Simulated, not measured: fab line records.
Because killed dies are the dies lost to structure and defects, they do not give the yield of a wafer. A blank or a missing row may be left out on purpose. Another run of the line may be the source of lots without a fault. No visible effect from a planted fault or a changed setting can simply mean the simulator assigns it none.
fab line records / flow gf180mcu
[record] lots = 13 wafers = 39 last_day = 34
route steps=602 shown V2@407 M3@411 TOP_METAL@577 PASSIVATION@598
lots that met no fault: from a run of the same line without faults
start_h: the number of hours between the record's first day and the start of the first shown wafer of the lot / wait_h: time in hours since the lot's previous step / " same as the row above / L1.1+2: a single row standing in for several wafers / - no value present, or no start provided / * or withheld: withheld / < > ~ a bound
route shown NAME@n: a module of which the file shows steps, and the number in the route of the first / usual: mean and standard deviation over wafers with no fault / same: alike in all rows / chamber/n: place in a boat / sites: per-site readings / _std_site: the standard deviation of these / _edge_site: the outer-site mean with the inner-site mean subtracted / radius_mm: how far each site lies from the wafer's centre / mask NAME#n: copy n / behind: the most recent tool/chamber to have shaped the wafer / hold: cause of the lot's hold/its duration in hours/its outcome / device: names the non-switching transistor (n, p or np) / end of line: tests run on the same wafers once the route is complete / for a step that has no rows: nothing shown but its recipe / killed: dies that structure and defects cost at the first sort, which is not the same as the wafer's yield / map: a wafer's dies, x killed, . not, _ none there
set.NAME: the run value of the setting; set.NAME@STEP: its run value at that earlier step / model.NAME: the simulator's own value behind a step, which no gauge read
one table for each step of the route and one row for each wafer, over a sample of lots
services: from which hour (start_h, from the record's first day; less than 0 if before it) a tool's chamber was out of use, for how many hours, and why
[[steps]]
[step GF_V2_THK_MEAS_25]
[recipe] thk_meas_gauge = xrf reads = W_of_V2_CVD_23
[usual] V2_W_THK = 356/4.6
lot.wafer=L773.1 tool=film_metro-01 chamber=- start_h=461.92 wait_h=0.1 V2_W_THK[nm]=350
lot.wafer=L773.2 tool=film_metro-01 chamber=- start_h=461.92 wait_h=0.1 V2_W_THK[nm]=360
lot.wafer=L773.6 tool=film_metro-01 chamber=- start_h=461.92 wait_h=0.1 V2_W_THK[nm]=358
lot.wafer=L775.4 tool=film_metro-01 chamber=- start_h=486.36 wait_h=0.1 V2_W_THK[nm]=355
lot.wafer=L775.5 tool=film_metro-01 chamber=- start_h=486.36 wait_h=0.1 V2_W_THK[nm]=357
lot.wafer=L775.6 tool=film_metro-01 chamber=- start_h=486.36 wait_h=0.1 V2_W_THK[nm]=357
lot.wafer=L776.2 tool=film_metro-04 chamber=- start_h=491.47 wait_h=0.1 V2_W_THK[nm]=353
lot.wafer=L776.3 tool=film_metro-04 chamber=- start_h=491.47 wait_h=0.1 V2_W_THK[nm]=354
lot.wafer=L776.6 tool=film_metro-04 chamber=- start_h=491.47 wait_h=0.1 V2_W_THK[nm]=356
lot.wafer=L777.1 tool=film_metro-01 chamber=- start_h=501.59 wait_h=0.1 V2_W_THK[nm]=355
lot.wafer=L777.2 tool=film_metro-01 chamber=- start_h=501.59 wait_h=0.1 V2_W_THK[nm]=351
lot.wafer=L777.6 tool=film_metro-01 chamber=- start_h=501.59 wait_h=0.1 V2_W_THK[nm]=355
lot.wafer=L779.1 tool=film_metro-04 chamber=- start_h=514.10 wait_h=0.1 V2_W_THK[nm]=352
lot.wafer=L779.3 tool=film_metro-04 chamber=- start_h=514.10 wait_h=0.1 V2_W_THK[nm]=352
lot.wafer=L779.4 tool=film_metro-04 chamber=- start_h=514.10 wait_h=0.1 V2_W_THK[nm]=362
lot.wafer=L780.2 tool=film_metro-04 chamber=- start_h=531.57 wait_h=0.1 V2_W_THK[nm]=357
lot.wafer=L780.4 tool=film_metro-04 chamber=- start_h=531.57 wait_h=0.1 V2_W_THK[nm]=365
lot.wafer=L780.5 tool=film_metro-04 chamber=- start_h=531.57 wait_h=0.1 V2_W_THK[nm]=367
lot.wafer=L781.1 tool=film_metro-03 chamber=- start_h=534.45 wait_h=0.1 V2_W_THK[nm]=364
lot.wafer=L781.5 tool=film_metro-03 chamber=- start_h=534.45 wait_h=0.1 V2_W_THK[nm]=356
lot.wafer=L781.6 tool=film_metro-03 chamber=- start_h=534.45 wait_h=0.1 V2_W_THK[nm]=359
lot.wafer=L784.1 tool=film_metro-04 chamber=- start_h=563.80 wait_h=0.1 V2_W_THK[nm]=355
lot.wafer=L784.2 tool=film_metro-04 chamber=- start_h=563.80 wait_h=0.1 V2_W_THK[nm]=355
lot.wafer=L784.3 tool=film_metro-04 chamber=- start_h=563.80 wait_h=0.1 V2_W_THK[nm]=356
lot.wafer=L787.4 tool=film_metro-03 chamber=- start_h=585.22 wait_h=0.1 V2_W_THK[nm]=354
lot.wafer=L787.5 tool=film_metro-03 chamber=- start_h=585.22 wait_h=0.1 V2_W_THK[nm]=352
lot.wafer=L787.6 tool=film_metro-03 chamber=- start_h=585.22 wait_h=0.1 V2_W_THK[nm]=349
lot.wafer=L788.1 tool=film_metro-04 chamber=- start_h=592.13 wait_h=0.1 V2_W_THK[nm]=352
lot.wafer=L788.3 tool=film_metro-04 chamber=- start_h=592.13 wait_h=0.1 V2_W_THK[nm]=351
lot.wafer=L788.6 tool=film_metro-04 chamber=- start_h=592.13 wait_h=0.1 V2_W_THK[nm]=349
lot.wafer=L789.1 tool=film_metro-03 chamber=- start_h=602.15 wait_h=0.1 V2_W_THK[nm]=357
lot.wafer=L789.2 tool=film_metro-03 chamber=- start_h=602.15 wait_h=0.1 V2_W_THK[nm]=358
lot.wafer=L789.3 tool=film_metro-03 chamber=- start_h=602.15 wait_h=0.1 V2_W_THK[nm]=362
lot.wafer=L794.1 tool=film_metro-04 chamber=- start_h=633.64 wait_h=0.1 V2_W_THK[nm]=359
lot.wafer=L794.4 tool=film_metro-04 chamber=- start_h=633.64 wait_h=0.1 V2_W_THK[nm]=358
lot.wafer=L794.5 tool=film_metro-04 chamber=- start_h=633.64 wait_h=0.1 V2_W_THK[nm]=357
lot.wafer=L796.2 tool=film_metro-01 chamber=- start_h=656.13 wait_h=0.1 V2_W_THK[nm]=358
lot.wafer=L796.3 tool=film_metro-01 chamber=- start_h=656.13 wait_h=0.1 V2_W_THK[nm]=342
lot.wafer=L796.6 tool=film_metro-01 chamber=- start_h=656.13 wait_h=0.1 V2_W_THK[nm]=348
[step GF_M3_SPUTTER_02]
[recipe] material = AlCu target_thk_nm = 450 power_w = 10600 time_s = 23.9 chamber_pressure_pa = 0.4
[usual] throttle_valve_pct = 29.9/1.4
lot.wafer=L773.1 tool=pvd_sputter-03 chamber=- start_h=462.41 wait_h=0.0 throttle_valve_pct=30.0
lot.wafer=L773.2 tool=pvd_sputter-03 chamber=- start_h=462.41 wait_h=0.0 throttle_valve_pct=29.6
lot.wafer=L773.6 tool=pvd_sputter-03 chamber=- start_h=462.41 wait_h=0.0 throttle_valve_pct=29.4
lot.wafer=L775.4 tool=pvd_sputter-01 chamber=- start_h=486.83 wait_h=0.0 throttle_valve_pct=32.6
lot.wafer=L775.5 tool=pvd_sputter-01 chamber=- start_h=486.83 wait_h=0.0 throttle_valve_pct=29.2
lot.wafer=L775.6 tool=pvd_sputter-01 chamber=- start_h=486.83 wait_h=0.0 throttle_valve_pct=29.1
lot.wafer=L776.2 tool=pvd_sputter-02 chamber=- start_h=492.07 wait_h=0.0 throttle_valve_pct=31.6
lot.wafer=L776.3 tool=pvd_sputter-02 chamber=- start_h=492.07 wait_h=0.0 throttle_valve_pct=28.1
lot.wafer=L776.6 tool=pvd_sputter-02 chamber=- start_h=492.07 wait_h=0.0 throttle_valve_pct=30.7
lot.wafer=L777.1 tool=pvd_sputter-03 chamber=- start_h=502.08 wait_h=0.0 throttle_valve_pct=29.8
lot.wafer=L777.2 tool=pvd_sputter-03 chamber=- start_h=502.08 wait_h=0.0 throttle_valve_pct=32.6
lot.wafer=L777.6 tool=pvd_sputter-03 chamber=- start_h=502.08 wait_h=0.0 throttle_valve_pct=29.5
lot.wafer=L779.1 tool=pvd_sputter-01 chamber=- start_h=514.59 wait_h=0.0 throttle_valve_pct=32.4
lot.wafer=L779.3 tool=pvd_sputter-01 chamber=- start_h=514.59 wait_h=0.0 throttle_valve_pct=30.1
lot.wafer=L779.4 tool=pvd_sputter-01 chamber=- start_h=514.59 wait_h=0.0 throttle_valve_pct=29.5
lot.wafer=L780.2 tool=pvd_sputter-03 chamber=- start_h=532.05 wait_h=0.0 throttle_valve_pct=32.6
lot.wafer=L780.4 tool=pvd_sputter-03 chamber=- start_h=532.05 wait_h=0.0 throttle_valve_pct=29.6
lot.wafer=L780.5 tool=pvd_sputter-03 chamber=- start_h=532.05 wait_h=0.0 throttle_valve_pct=28.5
lot.wafer=L781.1 tool=pvd_sputter-02 chamber=- start_h=534.94 wait_h=0.0 throttle_valve_pct=30.6
lot.wafer=L781.5 tool=pvd_sputter-02 chamber=- start_h=534.94 wait_h=0.0 throttle_valve_pct=28.2
lot.wafer=L781.6 tool=pvd_sputter-02 chamber=- start_h=534.94 wait_h=0.0 throttle_valve_pct=30.6
lot.wafer=L784.1 tool=pvd_sputter-01 chamber=- start_h=564.29 wait_h=0.0 throttle_valve_pct=32.2
lot.wafer=L784.2 tool=pvd_sputter-01 chamber=- start_h=564.29 wait_h=0.0 throttle_valve_pct=29.2
lot.wafer=L784.3 tool=pvd_sputter-01 chamber=- start_h=564.29 wait_h=0.0 throttle_valve_pct=29.5
lot.wafer=L787.4 tool=pvd_sputter-03 chamber=- start_h=585.68 wait_h=0.0 throttle_valve_pct=28.4
lot.wafer=L787.5 tool=pvd_sputter-03 chamber=- start_h=585.68 wait_h=0.0 throttle_valve_pct=28.4
lot.wafer=L787.6 tool=pvd_sputter-03 chamber=- start_h=585.68 wait_h=0.0 throttle_valve_pct=29.2
lot.wafer=L788.1 tool=pvd_sputter-02 chamber=- start_h=592.62 wait_h=0.0 throttle_valve_pct=31.8
lot.wafer=L788.3 tool=pvd_sputter-02 chamber=- start_h=592.62 wait_h=0.0 throttle_valve_pct=27.9
lot.wafer=L788.6 tool=pvd_sputter-02 chamber=- start_h=592.62 wait_h=0.0 throttle_valve_pct=27.8
lot.wafer=L789.1 tool=pvd_sputter-02 chamber=- start_h=602.64 wait_h=0.0 throttle_valve_pct=30.5
lot.wafer=L789.2 tool=pvd_sputter-02 chamber=- start_h=602.64 wait_h=0.0 throttle_valve_pct=31.6
lot.wafer=L789.3 tool=pvd_sputter-02 chamber=- start_h=602.64 wait_h=0.0 throttle_valve_pct=29.6
lot.wafer=L794.1 tool=pvd_sputter-01 chamber=- start_h=634.13 wait_h=0.0 throttle_valve_pct=28.9
lot.wafer=L794.4 tool=pvd_sputter-01 chamber=- start_h=634.13 wait_h=0.0 throttle_valve_pct=29.8
lot.wafer=L794.5 tool=pvd_sputter-01 chamber=- start_h=634.13 wait_h=0.0 throttle_valve_pct=29.1
lot.wafer=L796.2 tool=pvd_sputter-03 chamber=- start_h=656.61 wait_h=0.0 throttle_valve_pct=32.7
lot.wafer=L796.3 tool=pvd_sputter-03 chamber=- start_h=656.61 wait_h=0.0 throttle_valve_pct=29.8
lot.wafer=L796.6 tool=pvd_sputter-03 chamber=- start_h=656.61 wait_h=0.0 throttle_valve_pct=28.4
[step GF_TOP_METAL_SOFTBAKE_10]
[recipe] temp_c = 90 time_s = 60 resist = NOVOLAK
[usual] heater_power_total_W = 56.60/0.043 run_length_s = 89.11/0.12
lot.wafer=L773.1 tool=litho_track-03 chamber=0 start_h=638.34 wait_h=0.1 heater_power_total_W=56.59 run_length_s=89.33
lot.wafer=L773.2 tool=litho_track-03 chamber=0 start_h=638.34 wait_h=0.1 heater_power_total_W=56.58 run_length_s=88.98
lot.wafer=L773.6 tool=litho_track-03 chamber=0 start_h=638.34 wait_h=0.1 heater_power_total_W=56.59 run_length_s=89.14
lot.wafer=L775.4 tool=litho_track-03 chamber=0 start_h=659.37 wait_h=0.1 heater_power_total_W=56.55 run_length_s=89.13
lot.wafer=L775.5 tool=litho_track-03 chamber=0 start_h=659.37 wait_h=0.1 heater_power_total_W=56.63 run_length_s=89.11
lot.wafer=L775.6 tool=litho_track-03 chamber=0 start_h=659.37 wait_h=0.1 heater_power_total_W=56.63 run_length_s=89.09
lot.wafer=L776.2 tool=litho_track-02 chamber=0 start_h=663.08 wait_h=0.1 heater_power_total_W=56.61 run_length_s=89.01
lot.wafer=L776.3 tool=litho_track-02 chamber=0 start_h=663.08 wait_h=0.1 heater_power_total_W=56.54 run_length_s=89.21
lot.wafer=L776.6 tool=litho_track-02 chamber=0 start_h=663.08 wait_h=0.1 heater_power_total_W=56.48 run_length_s=89.30
lot.wafer=L777.1 tool=litho_track-03 chamber=0 start_h=672.49 wait_h=0.1 heater_power_total_W=56.61 run_length_s=89.35
lot.wafer=L777.2 tool=litho_track-03 chamber=0 start_h=672.49 wait_h=0.1 heater_power_total_W=56.54 run_length_s=88.98
lot.wafer=L777.6 tool=litho_track-03 chamber=0 start_h=672.49 wait_h=0.1 heater_power_total_W=56.62 run_length_s=89.05
lot.wafer=L779.1 tool=litho_track-02 chamber=0 start_h=681.01 wait_h=0.1 heater_power_total_W=56.58 run_length_s=89.36
lot.wafer=L779.3 tool=litho_track-02 chamber=0 start_h=681.01 wait_h=0.1 heater_power_total_W=56.52 run_length_s=89.00
lot.wafer=L779.4 tool=litho_track-02 chamber=0 start_h=681.01 wait_h=0.1 heater_power_total_W=56.56 run_length_s=89.18
lot.wafer=L780.2 tool=litho_track-01 chamber=0 start_h=695.87 wait_h=0.1 heater_power_total_W=56.63 run_length_s=89.00
lot.wafer=L780.4 tool=litho_track-01 chamber=0 start_h=695.87 wait_h=0.1 heater_power_total_W=56.61 run_length_s=89.21
lot.wafer=L780.5 tool=litho_track-01 chamber=0 start_h=695.87 wait_h=0.1 heater_power_total_W=56.57 run_length_s=89.01
lot.wafer=L781.1 tool=litho_track-02 chamber=0 start_h=699.66 wait_h=0.1 heater_power_total_W=56.56 run_length_s=89.13
lot.wafer=L781.5 tool=litho_track-02 chamber=0 start_h=699.66 wait_h=0.1 heater_power_total_W=56.55 run_length_s=89.17
lot.wafer=L781.6 tool=litho_track-02 chamber=0 start_h=699.66 wait_h=0.1 heater_power_total_W=56.59 run_length_s=89.21
lot.wafer=L784.1 tool=litho_track-01 chamber=0 start_h=722.94 wait_h=0.1 heater_power_total_W=56.56 run_length_s=88.98
lot.wafer=L784.2 tool=litho_track-01 chamber=0 start_h=722.94 wait_h=0.1 heater_power_total_W=56.61 run_length_s=89.15
lot.wafer=L784.3 tool=litho_track-01 chamber=0 start_h=722.94 wait_h=0.1 heater_power_total_W=56.69 run_length_s=88.95
lot.wafer=L787.4 tool=litho_track-01 chamber=0 start_h=740.27 wait_h=0.1 heater_power_total_W=56.65 run_length_s=88.91
lot.wafer=L787.5 tool=litho_track-01 chamber=0 start_h=740.27 wait_h=0.1 heater_power_total_W=56.71 run_length_s=89.31
lot.wafer=L787.6 tool=litho_track-01 chamber=0 start_h=740.27 wait_h=0.1 heater_power_total_W=56.58 run_length_s=89.25
lot.wafer=L788.1 tool=litho_track-02 chamber=0 start_h=744.76 wait_h=0.1 heater_power_total_W=61.60 run_length_s=75.75
lot.wafer=L788.3 tool=litho_track-02 chamber=0 start_h=744.76 wait_h=0.1 heater_power_total_W=61.48 run_length_s=76.04
lot.wafer=L788.6 tool=litho_track-02 chamber=0 start_h=744.76 wait_h=0.1 heater_power_total_W=61.66 run_length_s=75.96
lot.wafer=L789.1 tool=litho_track-02 chamber=0 start_h=752.31 wait_h=0.1 heater_power_total_W=61.61 run_length_s=75.98
lot.wafer=L789.2 tool=litho_track-02 chamber=0 start_h=752.31 wait_h=0.1 heater_power_total_W=61.63 run_length_s=75.91
lot.wafer=L789.3 tool=litho_track-02 chamber=0 start_h=752.31 wait_h=0.1 heater_power_total_W=61.59 run_length_s=75.89
lot.wafer=L794.1 tool=litho_track-03 chamber=0 start_h=779.99 wait_h=0.1 heater_power_total_W=56.55 run_length_s=89.26
lot.wafer=L794.4 tool=litho_track-03 chamber=0 start_h=779.99 wait_h=0.1 heater_power_total_W=56.61 run_length_s=89.08
lot.wafer=L794.5 tool=litho_track-03 chamber=0 start_h=779.99 wait_h=0.1 heater_power_total_W=56.61 run_length_s=88.97
lot.wafer=L796.2 tool=litho_track-03 chamber=0 start_h=796.26 wait_h=0.1 heater_power_total_W=56.58 run_length_s=89.03
lot.wafer=L796.3 tool=litho_track-03 chamber=0 start_h=796.26 wait_h=0.1 heater_power_total_W=56.67 run_length_s=88.96
lot.wafer=L796.6 tool=litho_track-03 chamber=0 start_h=796.26 wait_h=0.1 heater_power_total_W=56.58 run_length_s=89.17
[step GF_PASSIVATION_ETCH_11]
[recipe] chemistry = CF4/O2 target_depth_nm = 2040 stop_on = TiN source_w = 800 bias_w = 150 pressure_mtorr = 150 cf4_flow_sccm = 80 O2_flow_sccm = 10 time_s = 453.3
[usual] drypump_motor_current_A = 5.5/0.46 oes_product_au = 0.989/0.0067 throttle_valve_pct = 5.968/0.0092
lot.wafer=L773.1 tool=rie_diel-04 chamber=2 start_h=669.02 wait_h=- drypump_motor_current_A=6.3 oes_product_au=0.983 rf_hours_counter_h=7 throttle_valve_pct=5.973
lot.wafer=L773.2 tool=rie_diel-04 chamber=1 start_h=669.02 wait_h=- drypump_motor_current_A=5.5 oes_product_au=0.994 rf_hours_counter_h=18 throttle_valve_pct=5.978
lot.wafer=L773.6 tool=rie_diel-04 chamber=1 start_h=669.02 wait_h=- drypump_motor_current_A=5.5 oes_product_au=0.988 rf_hours_counter_h=- throttle_valve_pct=5.989
lot.wafer=L775.4 tool=rie_diel-03 chamber=0 start_h=688.97 wait_h=- drypump_motor_current_A=5.9 oes_product_au=0.993 rf_hours_counter_h=3 throttle_valve_pct=5.964
lot.wafer=L775.5 tool=rie_diel-03 chamber=1 start_h=688.97 wait_h=- drypump_motor_current_A=6.1 oes_product_au=0.987 rf_hours_counter_h=- throttle_valve_pct=5.957
lot.wafer=L775.6 tool=rie_diel-03 chamber=2 start_h=688.97 wait_h=- drypump_motor_current_A=5.9 oes_product_au=0.989 rf_hours_counter_h=- throttle_valve_pct=5.972
lot.wafer=L776.2 tool=rie_diel-01 chamber=0 start_h=693.77 wait_h=- drypump_motor_current_A=4.8 oes_product_au=0.988 rf_hours_counter_h=15 throttle_valve_pct=5.962
lot.wafer=L776.3 tool=rie_diel-01 chamber=3 start_h=693.77 wait_h=- drypump_motor_current_A=5.5 oes_product_au=0.998 rf_hours_counter_h=29 throttle_valve_pct=5.964
lot.wafer=L776.6 tool=rie_diel-01 chamber=2 start_h=693.77 wait_h=- drypump_motor_current_A=5.1 oes_product_au=0.987 rf_hours_counter_h=- throttle_valve_pct=5.961
lot.wafer=L777.1 tool=rie_diel-04 chamber=3 start_h=702.67 wait_h=- drypump_motor_current_A=5.6 oes_product_au=0.981 rf_hours_counter_h=8 throttle_valve_pct=5.957
lot.wafer=L777.2 tool=rie_diel-04 chamber=2 start_h=702.67 wait_h=- drypump_motor_current_A=6.3 oes_product_au=0.992 rf_hours_counter_h=8 throttle_valve_pct=5.958
lot.wafer=L777.6 tool=rie_diel-04 chamber=0 start_h=702.67 wait_h=- drypump_motor_current_A=5.6 oes_product_au=1.003 rf_hours_counter_h=- throttle_valve_pct=5.964
lot.wafer=L779.1 tool=rie_diel-04 chamber=0 start_h=709.92 wait_h=- drypump_motor_current_A=5.6 oes_product_au=0.992 rf_hours_counter_h=6 throttle_valve_pct=5.959
lot.wafer=L779.3 tool=rie_diel-04 chamber=2 start_h=709.92 wait_h=- drypump_motor_current_A=6.3 oes_product_au=0.988 rf_hours_counter_h=9 throttle_valve_pct=5.976
lot.wafer=L779.4 tool=rie_diel-04 chamber=3 start_h=709.92 wait_h=- drypump_motor_current_A=5.5 oes_product_au=0.990 rf_hours_counter_h=8 throttle_valve_pct=5.972
lot.wafer=L780.2 tool=rie_diel-03 chamber=3 start_h=724.04 wait_h=- drypump_motor_current_A=5.2 oes_product_au=0.981 rf_hours_counter_h=23 throttle_valve_pct=5.953
lot.wafer=L780.4 tool=rie_diel-03 chamber=2 start_h=724.04 wait_h=- drypump_motor_current_A=5.9 oes_product_au=0.981 rf_hours_counter_h=15 throttle_valve_pct=5.950
lot.wafer=L780.5 tool=rie_diel-03 chamber=1 start_h=724.04 wait_h=- drypump_motor_current_A=6.1 oes_product_au=0.977 rf_hours_counter_h=- throttle_valve_pct=5.967
lot.wafer=L781.1 tool=rie_diel-04 chamber=3 start_h=727.39 wait_h=- drypump_motor_current_A=5.5 oes_product_au=0.988 rf_hours_counter_h=9 throttle_valve_pct=5.968
lot.wafer=L781.5 tool=rie_diel-04 chamber=3 start_h=727.39 wait_h=- drypump_motor_current_A=5.5 oes_product_au=1.002 rf_hours_counter_h=- throttle_valve_pct=5.981
lot.wafer=L781.6 tool=rie_diel-04 chamber=0 start_h=727.39 wait_h=- drypump_motor_current_A=5.6 oes_product_au=0.996 rf_hours_counter_h=- throttle_valve_pct=5.950
lot.wafer=L784.1 tool=rie_diel-04 chamber=1 start_h=750.11 wait_h=- drypump_motor_current_A=5.5 oes_product_au=0.993 rf_hours_counter_h=22 throttle_valve_pct=5.973
lot.wafer=L784.2 tool=rie_diel-04 chamber=2 start_h=750.11 wait_h=- drypump_motor_current_A=6.4 oes_product_au=0.987 rf_hours_counter_h=10 throttle_valve_pct=5.957
lot.wafer=L784.3 tool=rie_diel-04 chamber=3 start_h=750.11 wait_h=- drypump_motor_current_A=5.5 oes_product_au=0.986 rf_hours_counter_h=10 throttle_valve_pct=5.984
lot.wafer=L787.4 tool=rie_diel-04 chamber=1 start_h=765.51 wait_h=- drypump_motor_current_A=5.5 oes_product_au=0.997 rf_hours_counter_h=23 throttle_valve_pct=5.969
lot.wafer=L787.5 tool=rie_diel-04 chamber=3 start_h=765.51 wait_h=- drypump_motor_current_A=5.5 oes_product_au=0.996 rf_hours_counter_h=- throttle_valve_pct=5.982
lot.wafer=L787.6 tool=rie_diel-04 chamber=0 start_h=765.51 wait_h=- drypump_motor_current_A=5.7 oes_product_au=1.000 rf_hours_counter_h=- throttle_valve_pct=5.984
lot.wafer=L788.1 tool=rie_diel-04 chamber=2 start_h=770.79 wait_h=- drypump_motor_current_A=6.3 oes_product_au=0.985 rf_hours_counter_h=11 throttle_valve_pct=5.958
lot.wafer=L788.3 tool=rie_diel-04 chamber=0 start_h=770.79 wait_h=- drypump_motor_current_A=5.6 oes_product_au=0.995 rf_hours_counter_h=9 throttle_valve_pct=5.971
lot.wafer=L788.6 tool=rie_diel-04 chamber=0 start_h=770.79 wait_h=- drypump_motor_current_A=5.7 oes_product_au=0.996 rf_hours_counter_h=- throttle_valve_pct=5.976
lot.wafer=L789.1 tool=rie_diel-01 chamber=1 start_h=776.99 wait_h=- drypump_motor_current_A=4.9 oes_product_au=0.992 rf_hours_counter_h=8 throttle_valve_pct=5.975
lot.wafer=L789.2 tool=rie_diel-01 chamber=0 start_h=776.99 wait_h=- drypump_motor_current_A=4.8 oes_product_au=0.982 rf_hours_counter_h=18 throttle_valve_pct=5.974
lot.wafer=L789.3 tool=rie_diel-01 chamber=3 start_h=776.99 wait_h=- drypump_motor_current_A=5.5 oes_product_au=0.993 rf_hours_counter_h=32 throttle_valve_pct=5.966
lot.wafer=L794.1 tool=rie_diel-04 chamber=2 start_h=803.27 wait_h=- drypump_motor_current_A=6.3 oes_product_au=0.985 rf_hours_counter_h=13 throttle_valve_pct=5.963
lot.wafer=L794.4 tool=rie_diel-04 chamber=3 start_h=803.27 wait_h=- drypump_motor_current_A=5.6 oes_product_au=0.994 rf_hours_counter_h=12 throttle_valve_pct=5.952
lot.wafer=L794.5 tool=rie_diel-04 chamber=3 start_h=803.27 wait_h=- drypump_motor_current_A=5.6 oes_product_au=1.000 rf_hours_counter_h=- throttle_valve_pct=5.963
lot.wafer=L796.2 tool=rie_diel-01 chamber=2 start_h=819.00 wait_h=- drypump_motor_current_A=5.1 oes_product_au=0.991 rf_hours_counter_h=24 throttle_valve_pct=5.962
lot.wafer=L796.3 tool=rie_diel-01 chamber=3 start_h=819.00 wait_h=- drypump_motor_current_A=5.5 oes_product_au=0.996 rf_hours_counter_h=35 throttle_valve_pct=5.975
lot.wafer=L796.6 tool=rie_diel-01 chamber=0 start_h=819.00 wait_h=- drypump_motor_current_A=4.8 oes_product_au=0.990 rf_hours_counter_h=- throttle_valve_pct=5.972
[[services]]
tool=rie_diel-01 chamber=0 start_h=474.97 hours=1.7 kind=repair
tool=pvd_sputter-03 chamber=- start_h=476.62 hours=1.5 kind=repair
tool=rie_diel-03 chamber=1 start_h=503.81 hours=16.6 kind=repair
tool=rie_diel-04 chamber=- start_h=506.67 hours=0.9 kind=repair
tool=pvd_sputter-01 chamber=- start_h=523.33 hours=1.2 kind=repair
tool=rie_diel-04 chamber=0 start_h=530.45 hours=12.1 kind=repair
tool=rie_diel-01 chamber=- start_h=535.24 hours=0.9 kind=repair
tool=pvd_sputter-02 chamber=- start_h=548.33 hours=4.6 kind=repair
tool=rie_diel-04 chamber=- start_h=557.58 hours=0.9 kind=repair
tool=rie_diel-04 chamber=- start_h=558.57 hours=14.6 kind=pm
tool=rie_diel-03 chamber=2 start_h=577.56 hours=4.6 kind=repair
tool=pvd_sputter-02 chamber=- start_h=583.26 hours=6.2 kind=repair
tool=rie_diel-04 chamber=- start_h=588.53 hours=5.4 kind=repair
tool=pvd_sputter-03 chamber=- start_h=593.78 hours=9.8 kind=repair
tool=rie_diel-04 chamber=2 start_h=604.18 hours=1.2 kind=repair
tool=pvd_sputter-01 chamber=- start_h=619.37 hours=4.2 kind=repair
tool=rie_diel-01 chamber=- start_h=622.19 hours=1.2 kind=repair
tool=pvd_sputter-01 chamber=- start_h=629.73 hours=3.0 kind=repair
tool=rie_diel-03 chamber=- start_h=642.31 hours=0.7 kind=repair
tool=pvd_sputter-02 chamber=- start_h=686.10 hours=3.9 kind=repair
tool=rie_diel-01 chamber=- start_h=715.86 hours=0.4 kind=repair
tool=pvd_sputter-02 chamber=- start_h=731.42 hours=4.7 kind=repair
tool=rie_diel-04 chamber=2 start_h=740.54 hours=8.9 kind=repair
tool=rie_diel-01 chamber=2 start_h=761.06 hours=34.8 kind=repair
[[key]]
[first_sign] step = GF_TOP_METAL_SOFTBAKE_10 reading = heater_power_total_W direction = up sigmas = 99+ usual = 56.60 struck = 61.59
[effect] step = GF_TOP_METAL_SOFTBAKE_10 reading = run_length_s direction = down sigmas = 99+ usual = * struck = *
met_at GF_TOP_METAL_SOFTBAKE_10
struck_lots L788,L789
not_acting_at GF_V2_THK_MEAS_25,GF_M3_SPUTTER_02,GF_PASSIVATION_ETCH_11
onset_between 699.66 744.76
[fault] kind = process_parameter_drift tool = litho_track-02 chamber = - onset_h = 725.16 steps = GF_TOP_METAL_SOFTBAKE_10 channel = time_s offset = * shape = step end_h = 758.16 acts_in = * stated = *
